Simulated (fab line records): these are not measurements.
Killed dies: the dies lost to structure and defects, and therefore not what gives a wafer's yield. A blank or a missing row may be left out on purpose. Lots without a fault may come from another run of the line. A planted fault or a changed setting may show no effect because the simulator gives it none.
Chamber matching    flow gf180mcu    GF_V4_CMP_26 on cmp-02 has 4 sister chambers
The step polishes, stops on SiO2, t overpolish 15 s, target thk 0 nm. 30 wafers are shown with their chamber, then 12 later ones without.

== WAFERS, EACH WITH ITS CHAMBER ==
wafer   chamber  motorCurrentA (A)  platenRpm (rpm)  overpolishRunS (s)
L074.1  3        11.0               60.05            15.012
L074.2  0        10.8               60.02            14.998
L074.5  3        11.5               60.02            14.996
L079.2  1        11.3               60.00            14.996
L079.4  0        10.1               60.04            14.985
L079.6  0        10.6               60.02            15.002
L080.3  3        11.1               60.06            15.010
L080.5  0        10.7               60.01            14.986
L080.6  1        11.4               60.00            14.998
L081.2  2        12.6               59.98            15.001
L081.3  1        10.8               59.99            14.993
L081.6  1        10.8               59.98            15.010
L083.4  3        10.9               60.05            14.995
L083.5  0        10.2               59.98            15.006
L083.6  1        11.4               60.03            14.986
L085.1  2        13.0               59.98            14.997
L085.3  3        11.3               59.95            14.994
L085.5  1        11.1               60.01            14.995
L089.2  1        10.9               60.03            15.016
L089.3  0        10.4               60.01            15.007
L089.4  3        11.2               60.02            15.003
L090.1  3        11.7               60.04            15.010
L090.4  0        10.5               59.94            14.999
L090.6  0        10.8               59.96            15.007
L091.3  0        10.7               59.93            14.999
L091.5  3        10.9               59.93            15.001
L091.6  0        11.0               59.97            15.000
L092.1  2        12.8               59.99            15.010
L092.3  0        10.8               59.98            14.998
L092.4  3        11.2               59.99            14.993

SIGNATURES, as means of the wafers listed above
reading         chamber 0  chamber 1  chamber 2  chamber 3  scatter within a chamber
motorCurrentA   10.600     11.100     12.800     11.200     0.267
platenRpm       59.9873    60.0057    59.9833    60.0122    0.0351
overpolishRunS  14.99882   14.99914   15.00267   15.00156   0.00818
Rule: for each reading, subtract the chamber's mean from the wafer's reading, divide by that reading's scatter and square the result; add these up over the readings and take the root, which gives the wafer's distance from the chamber. If the next closest chamber is less than 2 further off than the closest, the wafer can't be placed; otherwise it belongs to the closest. How the scatter is found: for the shown wafers, subtract from each reading the mean of its chamber, square and add these, divide the total by (wafers less chambers), then take the root.

== WAFERS WHOSE CHAMBER IS MISSING ==
wafer   motorCurrentA (A)  platenRpm (rpm)  overpolishRunS (s)
L093.2  11.0               59.98            15.001
L093.3  13.0               59.99            14.987
L093.4  11.1               60.00            15.007
L094.1  11.1               59.98            15.026
L094.2  11.4               59.95            14.995
L094.5  11.8               60.04            14.995
L095.2  10.7               60.07            15.015
L095.3  12.6               60.01            15.015
L095.6  11.4               59.98            15.001
L096.1  10.7               59.99            14.983
L096.4  10.9               59.99            14.994
L096.6  13.1               60.01            14.997

== CHAMBER TAKEN BY EACH ==
wafer   from the rows above           in truth
L093.2  can't be placed: 1 or 3 or 0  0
L093.3  2                             2
L093.4  can't be placed: 3 or 1 or 0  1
L094.1  can't be placed: 3 or 1 or 0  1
L094.2  can't be placed: 1 or 3 or 0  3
L094.5  can't be placed: 3 or 1 or 2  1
L095.2  can't be placed: 3 or 1 or 0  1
L095.3  2                             2
L095.6  can't be placed: 3 or 1 or 0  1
L096.1  can't be placed: 0 or 1 or 3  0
L096.4  can't be placed: 1 or 0 or 3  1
L096.6  2                             2
Correctly placed: 3 of 12. Can't be placed from these rows: 9 (the true chamber is among the candidates in 9). 0 placed wrongly.
